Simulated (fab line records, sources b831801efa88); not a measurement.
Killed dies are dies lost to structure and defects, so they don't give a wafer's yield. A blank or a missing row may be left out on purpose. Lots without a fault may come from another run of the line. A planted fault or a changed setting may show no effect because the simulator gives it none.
fab line records | flow gf180mcu
record lots=11 wafers=33 last_day=34
route steps=602 shown POLY_GATE@167 PSD@257 SAB@274
lots that met no fault: from a run of the same line without faults
start_h: hours from the record's first day to the start of the lot's first wafer shown | wait_h: hours since the lot's step before | " the same as in the row above | L1.1+2: a row that stands for several wafers | - no value, or no start given | * or withheld: withheld | < > ~ a bound
route shown NAME@n: a module of which the file shows steps, and the number in the route of the first | usual: mean/standard deviation of fault-free wafers | same: alike in all rows | chamber/n: place in a boat | sites: the reading at each site | _std_site: their standard deviation | _edge_site: outer sites' mean less inner sites' | radius_mm: how far each site lies from the wafer's centre | mask NAME#n: copy n | behind: the tool/chamber that last shaped the wafer | hold: why the lot was held/for how many hours/how that ended | device: the transistor (n, p or np) that didn't switch | end of line: the same wafers' tests at the end of the route | a step without rows: its recipe alone | killed: dies lost to structure and defects at the first sort, not the wafer's yield | map: a wafer's dies, x killed, . not, _ none there
set.NAME: the setting as run; set.NAME@STEP: as run at that earlier step | model.NAME: the simulator's own value behind a step, which no gauge read
steps of the route over a sample of lots; a table a step, a row a wafer
services: from which hour (start_h, from the record's first day; less than 0 if before it) a tool's chamber was out of use, for how many hours, and why
## steps
# step GF_POLY_GATE_CD_MEAS_10
# recipe target_cd_nm=280
# usual cd_nm=279.9/1.2
# columns lot.wafer tool chamber start_h wait_h cd_nm
L661.2 cd_sem-02 - 207.82 0.1 279.1
L661.4 " - " " 278.4
L661.5 " - " " 278.2
L662.2 cd_sem-01 - 212.47 0.1 281.0
L662.3 " - " " 282.0
L662.6 " - " " 281.1
L663.1 cd_sem-02 - 221.75 0.1 279.1
L663.2 " - " " 279.9
L663.3 " - " " 279.2
L664.1 cd_sem-01 - 225.26 0.1 280.5
L664.4 " - " " 281.5
L664.6 " - " " 281.8
L666.3 cd_sem-02 - 234.91 0.2 279.9
L666.4 " - " " 279.9
L666.5 " - " " 280.1
L667.2 cd_sem-01 - 243.21 0.1 280.0
L667.5 " - " " 278.7
L667.6 " - " " 279.0
L672.4 cd_sem-02 - 281.72 0.1 279.3
L672.5 " - " " 279.1
L672.6 " - " " 279.1
L676.2 cd_sem-02 - 307.73 0.1 279.6
L676.4 " - " " 280.2
L676.5 " - " " 280.1
L681.3 cd_sem-01 - 344.35 0.1 280.7
L681.5 " - " " 281.2
L681.6 " - " " 279.5
L682.2 cd_sem-01 - 353.10 0.1 280.3
L682.3 " - " " 282.0
L682.4 " - " " 280.8
L683.1 cd_sem-02 - 367.73 0.1 280.8
L683.5 " - " " 280.7
L683.6 " - " " 279.3
# step GF_POLY_GATE_ETCH_12
# recipe chemistry=N2/H2 target_depth_a=withheld overetch_a=withheld time_s=withheld target=BARC ion_energy_ev=200 source_w=500 bias_w=100 pressure_mtorr=30 n2_flow_sccm=100 h2_flow_sccm=200
# usual drypump_motor_current_A=5.5/0.45 oes_product_au=0.735/0.0049 throttle_valve_pct=13.215/0.0087
# columns lot.wafer tool chamber start_h wait_h drypump_motor_current_A oes_product_au throttle_valve_pct
L661.2 rie_diel-03 2 207.95 0.0 4.6 0.735 13.211
L661.4 " 1 " " 5.4 0.731 13.214
L661.5 " 3 " " 5.5 0.735 13.223
L662.2 rie_diel-04 1 212.60 0.0 5.3 0.738 13.214
L662.3 " 0 " " 6.2 0.734 13.220
L662.6 " 2 " " 5.8 0.728 13.208
L663.1 rie_diel-01 2 221.90 0.0 5.9 0.739 13.232
L663.2 " 1 " " 5.9 0.741 13.195
L663.3 " 0 " " 4.7 0.732 13.214
L664.1 rie_diel-03 1 225.42 0.0 5.4 0.738 13.215
L664.4 " 0 " " 6.1 0.733 13.209
L664.6 " 0 " " 6.0 0.732 13.199
L666.3 rie_diel-01 0 235.03 0.0 4.7 0.740 13.220
L666.4 " 2 " " 5.9 0.737 13.212
L666.5 " 1 " " 5.9 0.736 13.225
L667.2 rie_diel-01 3 243.35 0.0 5.5 0.741 13.218
L667.5 " 1 " " 5.9 0.737 13.218
L667.6 " 2 " " 5.9 0.730 13.219
L672.4 rie_diel-04 3 281.82 0.0 5.5 0.732 13.207
L672.5 " 0 " " 6.2 0.735 13.221
L672.6 " 1 " " 5.3 0.739 13.227
L676.2 rie_diel-04 1 307.87 0.0 5.3 0.732 13.212
L676.4 " 3 " " 5.5 0.737 13.212
L676.5 " 3 " " 5.6 0.738 13.222
L681.3 rie_diel-01 0 344.46 0.0 4.7 0.722 13.203
L681.5 " 2 " " 5.9 0.728 13.205
L681.6 " 1 " " 5.9 0.732 13.209
L682.2 rie_diel-04 1 353.24 0.0 5.3 0.740 13.208
L682.3 " 2 " " 5.8 0.742 13.209
L682.4 " 3 " " 5.6 0.733 13.206
L683.1 rie_diel-03 0 367.89 0.0 6.1 0.737 13.225
L683.5 " 2 " " 4.6 0.727 13.223
L683.6 " 3 " " 5.4 0.725 13.230
# step GF_PSD_IMPLANT_09
# recipe species=BF2 energy_kev=40 dose_cm2=1.5e+15 tilt_deg=7
# usual faraday_current_uA=8242/180
# same implant_ion_amu=49
# columns lot.wafer tool chamber start_h wait_h faraday_current_uA
L661.2 implanter-03 0 330.56 0.0 8136
L661.4 " 0 " " 8113
L661.5 " 0 " " 8308
L662.2 implanter-02 0 333.99 0.0 8392
L662.3 " 0 " " 8220
L662.6 " 0 " " 8587
L663.1 implanter-04 0 347.40 0.0 8369
L663.2 " 0 " " 8486
L663.3 " 0 " " 8150
L664.1 implanter-02 0 351.05 0.0 8407
L664.4 " 0 " " 8284
L664.6 " 0 " " 8404
L666.3 implanter-02 0 364.25 0.1 8136
L666.4 " 0 " " 8114
L666.5 " 0 " " 8310
L666.3 implanter-02 0 364.57 0.3 8144
L666.4 " 0 " " 8338
L666.5 " 0 " " 8437
L667.2 implanter-03 0 372.97 0.0 8339
L667.5 " 0 " " 7923
L667.6 " 0 " " 8377
L672.4 implanter-02 0 420.07 0.1 8305
L672.5 " 0 " " 8071
L672.6 " 0 " " 8152
L672.4 implanter-02 0 420.39 0.3 8104
L672.5 " 0 " " 8025
L672.6 " 0 " " 8282
L676.2 implanter-04 0 453.48 0.0 7855
L676.4 " 0 " " 8344
L676.5 " 0 " " 8142
L676.2 implanter-04 0 453.79 0.3 8203
L676.4 " 0 " " 8144
L676.5 " 0 " " 8492
L681.3 implanter-02 0 491.03 0.1 8310
L681.5 " 0 " " 7973
L681.6 " 0 " " 8525
L682.2 implanter-03 0 501.64 0.0 8051
L682.3 " 0 " " 8226
L682.4 " 0 " " 8348
L683.1 implanter-02 0 515.10 0.0 8261
L683.5 " 0 " " 8275
L683.6 " 0 " " 8168
# step GF_PSD_STRIP_10
# recipe chemistry=O2/N2 power_w=1400 pressure_mtorr=1500 platen_temp_c=250 o2_flow_sccm=3000 n2_flow_sccm=300 overash_fraction=0.5
# usual drypump_motor_current_A=5.5/0.45 heater_power_w=306/29 oes_product_au=0.592/0.0045 strip_time_to_endpoint_s=16.52/0.036
# columns lot.wafer tool chamber start_h wait_h drypump_motor_current_A heater_power_w oes_product_au rf_hours_counter_h strip_time_to_endpoint_s
L661.2 plasma_asher-03 0 330.69 0.1 4.8 282 0.590 54 16.51
L661.4 " 0 " " 4.8 289 0.590 - 16.55
L661.5 " 0 " " 4.8 287 0.599 - 16.51
L662.2 plasma_asher-02 0 334.12 0.1 5.7 274 0.592 19 16.57
L662.3 " 0 " " 5.7 279 0.604 - 16.52
L662.6 " 0 " " 5.7 279 0.591 - 16.53
L663.1 plasma_asher-04 1 347.55 0.1 6.3 285 0.587 72 16.56
L663.2 " 0 " " 5.3 368 0.591 72 16.51
L663.3 " 1 " " 6.3 279 0.593 - 16.56
L664.1 plasma_asher-02 0 351.20 0.1 5.7 275 0.594 21 16.52
L664.4 " 0 " " 5.7 281 0.588 - 16.50
L664.6 " 0 " " 5.7 281 0.593 - 16.51
L666.3 plasma_asher-03 0 364.70 0.1 4.8 276 0.548 - 18.90
L666.4 " 1 " " 5.3 322 0.544 - 18.89
L666.5 " 1 " " 5.3 322 0.547 - 18.87
L667.2 plasma_asher-02 0 373.10 0.1 5.7 276 0.597 23 16.47
L667.5 " 1 " " 5.7 316 0.588 - 16.45
L667.6 " 0 " " 5.7 273 0.593 - 16.48
L672.4 plasma_asher-03 1 420.50 0.1 5.3 323 0.546 - 18.85
L672.5 " 1 " " 5.3 328 0.546 - 18.91
L672.6 " 0 " " 4.8 274 0.548 - 18.91
L676.2 plasma_asher-02 1 453.92 0.1 5.7 319 0.551 31 18.87
L676.4 " 0 " " 5.7 275 0.550 - 18.92
L676.5 " 0 " " 5.7 276 0.547 - 18.90
L681.3 plasma_asher-02 0 491.17 0.1 5.7 281 0.598 - 16.41
L681.5 " 0 " " 5.7 284 0.591 - 16.44
L681.6 " 1 " " 5.7 317 0.587 - 16.48
L682.2 plasma_asher-04 1 501.77 0.1 6.3 284 0.594 89 16.53
L682.3 " 1 " " 6.3 286 0.594 - 16.56
L682.4 " 0 " " 5.3 364 0.595 - 16.52
L683.1 plasma_asher-04 0 515.25 0.1 5.3 358 0.599 91 16.56
L683.5 " 0 " " 5.3 368 0.591 - 16.52
L683.6 " 1 " " 6.3 284 0.600 - 16.53
# step GF_PSD_TW_MEAS_11
# usual PSD_TW=3163/19
# columns lot.wafer tool chamber start_h wait_h PSD_TW
L661.2 film_metro-02 - 330.80 0.1 3147
L661.4 " - " " 3162
L661.5 " - " " 3157
L662.2 film_metro-03 - 334.23 0.1 3187
L662.3 " - " " 3188
L662.6 " - " " 3188
L663.1 film_metro-03 - 347.65 0.1 3152
L663.2 " - " " 3168
L663.3 " - " " 3154
L664.1 film_metro-02 - 351.30 0.1 3150
L664.4 " - " " 3148
L664.6 " - " " 3144
L666.3 film_metro-03 - 364.79 0.1 3575
L666.4 " - " " 3554
L666.5 " - " " 3592
L666.3 film_metro-03 - 365.02 0.2 3577
L666.4 " - " " 3586
L666.5 " - " " 3573
L667.2 film_metro-02 - 373.21 0.1 3135
L667.5 " - " " 3132
L667.6 " - " " 3134
L672.4 film_metro-02 - 420.59 0.1 3546
L672.5 " - " " 3538
L672.6 " - " " 3524
L672.4 film_metro-02 - 420.82 0.2 3531
L672.5 " - " " 3521
L672.6 " - " " 3528
L676.2 film_metro-02 - 454.03 0.1 3541
L676.4 " - " " 3543
L676.5 " - " " 3567
L676.2 film_metro-02 - 454.26 0.2 3544
L676.4 " - " " 3548
L676.5 " - " " 3550
L681.3 film_metro-02 - 491.25 0.1 3150
L681.5 " - " " 3160
L681.6 " - " " 3145
L682.2 film_metro-02 - 501.88 0.1 3160
L682.3 " - " " 3153
L682.4 " - " " 3157
L683.1 film_metro-02 - 515.35 0.1 3148
L683.5 " - " " 3152
L683.6 " - " " 3140
# step GF_PSD_RS_MEAS_15
# recipe thk_meas_gauge=four-point-probe
# usual PSD_RS=108.6/0.31
# columns lot.wafer tool chamber start_h wait_h PSD_RS[ohm/sq]
L661.2 film_metro-03 - 331.12 0.1 108.3
L661.4 " - " " 108.5
L661.5 " - " " 108.3
L662.2 film_metro-02 - 334.55 0.1 108.6
L662.3 " - " " 108.5
L662.6 " - " " 108.7
L663.1 film_metro-02 - 347.97 0.1 108.8
L663.2 " - " " 108.8
L663.3 " - " " 108.6
L664.1 film_metro-01 - 351.62 0.1 108.8
L664.4 " - " " 108.5
L664.6 " - " " 108.5
L666.3 film_metro-03 - 369.73 0.2 97.7
L666.4 " - " " 97.8
L666.5 " - " " 97.8
L666.3 film_metro-03 - 370.01 0.3 97.7
L666.4 " - " " 97.7
L666.5 " - " " 97.6
L667.2 film_metro-01 - 373.54 0.1 109.1
L667.5 " - " " 108.6
L667.6 " - " " 108.5
L672.4 film_metro-03 - 424.78 0.1 98.1
L672.5 " - " " 97.8
L672.6 " - " " 98.2
L672.4 film_metro-03 - 425.06 0.3 98.2
L672.5 " - " " 97.8
L672.6 " - " " 98.1
L676.2 film_metro-02 - 459.14 0.1 98.3
L676.4 " - " " 98.4
L676.5 " - " " 98.0
L676.2 film_metro-02 - 459.56 0.4 98.4
L676.4 " - " " 98.5
L676.5 " - " " 98.1
L681.3 film_metro-03 - 491.59 0.1 108.6
L681.5 " - " " 108.6
L681.6 " - " " 108.7
L682.2 film_metro-01 - 502.20 0.1 108.5
L682.3 " - " " 108.7
L682.4 " - " " 108.7
L683.1 film_metro-01 - 515.67 0.1 109.1
L683.5 " - " " 109.1
L683.6 " - " " 109.1
# step GF_SAB_OVL_MEAS_10
# usual SAB_OVL=-0.2/1.3
# columns lot.wafer tool chamber start_h wait_h SAB_OVL[nm]
L661.2 overlay-01 - 353.13 0.1 -0.3
L661.4 " - " " 0.4
L661.5 " - " " -0.8
L662.2 overlay-01 - 356.03 0.1 0.0
L662.3 " - " " -0.4
L662.6 " - " " 1.3
L663.1 overlay-02 - 370.95 0.1 -1.4
L663.2 " - " " -1.0
L663.3 " - " " -1.7
L664.1 overlay-02 - 378.16 0.1 0.8
L664.4 " - " " 0.9
L664.6 " - " " 1.2
L666.3 overlay-01 - 387.89 0.1 -1.0
L666.4 " - " " 1.8
L666.5 " - " " -1.2
L667.2 overlay-02 - 396.55 0.1 -1.3
L667.5 " - " " -0.5
L667.6 " - " " -0.1
L672.4 overlay-01 - 445.02 0.1 -1.1
L672.5 " - " " -3.4
L672.6 " - " " -0.6
L676.2 overlay-02 - 478.43 0.1 -1.6
L676.4 " - " " 2.7
L676.5 " - " " 2.5
L681.3 overlay-02 - 515.24 0.1 -0.1
L681.5 " - " " -1.9
L681.6 " - " " -2.1
L682.2 overlay-02 - 524.82 0.1 -0.4
L682.3 " - " " 2.0
L682.4 " - " " 2.3
L683.1 overlay-01 - 538.50 0.1 1.7
L683.5 " - " " 0.4
L683.6 " - " " 2.1
## services
# columns tool chamber start_h hours kind
plasma_asher-02 - 191.86 0.7 repair
rie_diel-03 0 195.20 5.9 repair
rie_diel-01 2 196.87 11.1 repair
plasma_asher-03 - 197.22 2.8 pm
implanter-03 - 206.15 4.4 pm
plasma_asher-02 - 206.65 2.4 repair
rie_diel-01 3 206.85 15.7 repair
implanter-02 - 209.41 4.7 repair
implanter-03 - 217.86 6.7 repair
implanter-03 - 241.50 2.3 repair
rie_diel-01 1 250.62 4.5 repair
rie_diel-04 1 276.16 1.2 repair
plasma_asher-02 - 310.99 1.8 repair
plasma_asher-02 - 325.37 0.7 repair
rie_diel-01 2 358.07 6.9 repair
implanter-02 - 369.89 2.0 repair
rie_diel-04 1 371.83 17.3 repair
implanter-02 - 373.67 6.6 pm
rie_diel-01 3 417.11 9.4 repair
rie_diel-04 3 417.30 2.7 repair
rie_diel-01 - 426.33 28.1 pm
rie_diel-04 0 458.57 6.6 repair
rie_diel-01 1 461.52 9.1 repair
rie_diel-04 - 466.89 0.9 repair
## key
first_sign step=GF_PSD_IMPLANT_09 reading=visit direction=added
effect step=GF_PSD_STRIP_10 reading=strip_time_to_endpoint_s direction=up sigmas=66 usual=* struck=*
effect step=GF_PSD_TW_MEAS_11 reading=visit direction=added
effect step=GF_PSD_TW_MEAS_11 reading=PSD_TW direction=up sigmas=21 usual=3163 struck=3553
effect step=GF_PSD_RS_MEAS_15 reading=visit direction=added
effect step=GF_PSD_RS_MEAS_15 reading=PSD_RS direction=down sigmas=34 usual=108.6 struck=98.0
met_at GF_PSD_IMPLANT_09
struck_lots L666,L672,L676
tester_left_out L666,L672,L676
not_acting_at GF_POLY_GATE_CD_MEAS_10,GF_POLY_GATE_ETCH_12,GF_SAB_OVL_MEAS_10
fault kind=repeated_step_whole tool=implanter-02,implanter-03,implanter-04 chamber=- onset_h=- steps=GF_PSD_IMPLANT_09 times=1 scope=struck_lots_only
# tester_left_out: of these lots the tester's yield and bins aren't shown, on N5 and GAA mostly nor the transistor test; their killed dies are dies lost to structure and defects alone, not to doping, threshold or leakage, so they don't give the yield
